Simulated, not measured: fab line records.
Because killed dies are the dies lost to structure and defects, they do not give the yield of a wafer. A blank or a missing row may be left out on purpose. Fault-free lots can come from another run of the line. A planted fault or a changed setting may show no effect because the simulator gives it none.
Which tool was responsible? + flow sky130 + Sampling: 12 lots, 36 wafers, 5 of 708 route steps

== WHAT THE GAUGES READ, wafer by wafer ==
SKY_VT_ADJUST_NCORE_CD_MEAS_07: target cd 380 nm.
| lot  | measured     | on       | cdNm (nm)         |
|------|--------------|----------|-------------------|
| L316 | day 8 22:35  | cdSem-01 | 382.3 381.1 384.6 |
| L318 | day 9 20:23  | cdSem-02 | 376.3 379.4 377.4 |
| L319 | day 10 00:54 | cdSem-02 | 374.5 376.0 378.5 |
| L321 | day 10 13:59 | cdSem-02 | 382.3 382.8 379.6 |
| L322 | day 10 14:38 | cdSem-02 | 379.0 379.7 379.1 |
| L323 | day 11 02:29 | cdSem-02 | 376.6 376.9 376.1 |
| L327 | day 12 08:46 | cdSem-01 | 377.2 378.9 378.2 |
| L328 | day 12 11:33 | cdSem-02 | 377.8 377.9 378.2 |
| L333 | day 14 00:53 | cdSem-01 | 381.5 382.2 381.1 |
| L336 | day 14 23:00 | cdSem-02 | 381.6 381.9 382.1 |
| L337 | day 15 05:28 | cdSem-01 | 378.8 376.9 378.1 |
| L338 | day 15 12:11 | cdSem-02 | 379.3 380.1 379.3 |

SKY_SONOS_TUNNEL_OVL_MEAS_08.
| lot  | measured     | on         | SONOS_TUNNEL_OVL (nm) |
|------|--------------|------------|-----------------------|
| L316 | day 11 21:32 | overlay-01 | 1.9 1.2 1.5           |
| L318 | day 12 20:46 | overlay-01 | 2.5 1.1 1.6           |
| L319 | day 13 03:40 | overlay-02 | -0.1 -0.5 0.0         |
| L321 | day 13 17:44 | overlay-02 | -0.7 -2.1 -0.6        |
| L322 | day 13 18:18 | overlay-02 | -2.2 -2.4 -3.1        |
| L323 | day 14 07:48 | overlay-02 | 0.1 0.7 0.7           |
| L327 | day 15 15:21 | overlay-01 | 0.7 -1.8 -1.6         |
| L328 | day 15 17:52 | overlay-01 | -0.7 -0.8 0.1         |
| L333 | day 17 11:15 | overlay-02 | 0.8 -1.5 -1.6         |
| L336 | day 18 12:56 | overlay-02 | 1.4 -1.1 0.1          |
| L337 | day 18 20:10 | overlay-01 | 0.3 -0.4 -1.2         |
| L338 | day 19 03:51 | overlay-02 | 0.2 -0.8 0.4          |

SKY_SONOS_ONO_THK_MEAS_01.
| lot  | measured     | on           | SONOS_ONO_OXIDATION_THK (nm)  |
|------|--------------|--------------|-------------------------------|
| L316 | day 11 23:50 | filmMetro-01 | 2.52 2.55 2.57                |
| L318 | day 13 02:14 | filmMetro-01 | 2.58 2.60 2.61                |
| L319 | day 13 09:11 | filmMetro-04 | 2.57 2.57 2.57                |
| L321 | day 13 21:26 | filmMetro-01 | 2.62 2.52 2.54                |
| L322 | day 13 21:25 | filmMetro-04 | 2.58 2.69 2.54                |
| L323 | day 14 10:29 | filmMetro-04 | 2.57 2.62 2.63                |
| L327 | day 15 17:13 | filmMetro-03 | 3.36 3.34 3.37 3.40 3.42 3.35 |
| L328 | day 15 19:46 | filmMetro-03 | 3.41 3.44 3.36 3.38 3.47 3.38 |
| L333 | day 17 16:04 | filmMetro-03 | 2.60 2.74 2.65                |
| L336 | day 18 17:56 | filmMetro-04 | 2.55 2.59 2.51                |
| L337 | day 18 23:29 | filmMetro-03 | 2.66 2.55 2.64                |
| L338 | day 19 06:17 | filmMetro-04 | 2.51 2.47 2.49                |

SKY_SONOS_ONO_THK_MEAS_03.
| lot  | measured     | on           | SONOS_ONO_CVD_02_THK (nm) |
|------|--------------|--------------|---------------------------|
| L316 | day 12 01:23 | filmMetro-03 | 10.79 10.86 10.74         |
| L318 | day 13 03:36 | filmMetro-03 | 10.73 10.64 10.75         |
| L319 | day 13 10:17 | filmMetro-01 | 10.48 10.61 10.59         |
| L321 | day 13 22:59 | filmMetro-03 | 10.68 10.65 10.54         |
| L322 | day 13 22:58 | filmMetro-04 | 10.68 10.57 10.47         |
| L323 | day 14 14:30 | filmMetro-04 | 10.65 10.73 10.71         |
| L327 | day 15 22:18 | filmMetro-01 | 10.68 10.68 10.69         |
| L328 | day 16 01:05 | filmMetro-01 | 10.59 10.58 10.66         |
| L333 | day 17 17:11 | filmMetro-01 | 10.60 10.72 10.59         |
| L336 | day 18 20:19 | filmMetro-01 | 10.59 10.56 10.70         |
| L337 | day 19 01:53 | filmMetro-04 | 10.43 10.35 10.39         |
| L338 | day 19 07:23 | filmMetro-03 | 10.83 10.87 10.80         |

== WHAT TOOL EACH LOT RAN ON (gives the tool, then ch and the chambers of the sampled wafers, and finally the start) ==
| lot  | SKY_SONOS_ONO_OXIDATION_00    |
|------|-------------------------------|
| L316 | furnace-02 ch 0, day 11 22:29 |
| L318 | furnace-02 ch 0, day 13 00:53 |
| L319 | furnace-01 ch 0, day 13 07:50 |
| L321 | furnace-02 ch 0, day 13 20:05 |
| L322 | furnace-02 ch 0, day 13 20:05 |
| L323 | furnace-01 ch 0, day 14 09:08 |
| L327 | furnace-02 ch 0, day 15 15:52 |
| L328 | furnace-02 ch 0, day 15 18:23 |
| L333 | furnace-01 ch 0, day 17 14:43 |
| L336 | furnace-01 ch 0, day 18 16:34 |
| L337 | furnace-01 ch 0, day 18 22:08 |
| L338 | furnace-01 ch 0, day 19 04:56 |
- SKY_SONOS_ONO_OXIDATION_00: stabilise 600 s, purge 300 s, target thk 2.6 nm.

== AS READ BY THE TOOLS THEMSELVES (means over the sampled wafers that have a number; for cases with no such wafer, the mark the record gives instead) ==
SKY_SONOS_ONO_OXIDATION_00.
| lot  | tool       | oxTempCMax | rampDownCPerMin | zonePowerLowerPct (%) |
|------|------------|------------|-----------------|-----------------------|
| L316 | furnace-02 | 806.3      | 3.0006          | 12.4                  |
| L318 | furnace-02 | 805.8      | 3.0006          | 12.4                  |
| L319 | furnace-01 | 804.2      | 2.9995          | 14.5                  |
| L321 | furnace-02 | 807.2      | 3.0001          | 12.5                  |
| L322 | furnace-02 | 807.2      | 2.9996          | 12.5                  |
| L323 | furnace-01 | 804.0      | 3.0003          | 14.4                  |
| L327 | furnace-02 | 807.0      | 2.9997          | 12.5                  |
| L328 | furnace-02 | 807.0      | 3.0000          | 12.4                  |
| L333 | furnace-01 | 803.9      | 2.9997          | 14.4                  |
| L336 | furnace-01 | 803.9      | 2.9996          | 14.3                  |
| L337 | furnace-01 | 804.7      | 3.0004          | 14.2                  |
| L338 | furnace-01 | 803.4      | 3.0001          | 14.5                  |

== THE ANSWER, worked out from the rows above alone ==
Rule: usual is defined by the lots themselves. Put in order of their means at a reading, lots are off if they are a third of the lots or fewer, leave a main group of 4 or more, and stand apart from it by a gap of 3 or more times the standard deviation of the main group's means; of several such gaps the widest counts. A main group whose means are all the same, to the digits that the tables above print for the reading, isn't used. Also off: a lot with no number at a reading for which 4 or more lots have one. All remaining lots with rows at the step are treated as sound. Order of review: gauges by route order, followed by the tools' own readings, for which a lot's mean as printed above is used. At the first step where some lot is off, the reading lying furthest off is the one used; lots without a number count as furthest.
Off: at SKY_SONOS_ONO_THK_MEAS_01 (SONOS_ONO_OXIDATION_THK), L327, L328. Mean 2.58 nm and standard deviation 0.045 in the main group.
If a tool, at a process step before that reading, ran all the lots that are off and no sound lot after the first of them, it fits. The gauges at SKY_SONOS_ONO_THK_MEAS_01 are tried like those tools. One fits: SKY_SONOS_ONO_OXIDATION_00 on furnace-02. A fault onset in the window from L321 (day 13 20:05, its last sound lot) to L327 (day 15 15:52, its first lot off) fits.

== WHAT WAS PUT IN BY THE SIMULATOR ==
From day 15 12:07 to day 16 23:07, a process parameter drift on furnace-02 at SKY_SONOS_ONO_OXIDATION_00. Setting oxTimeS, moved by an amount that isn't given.
Lots struck among those shown: L327, L328. The rule given above showed the same thing.
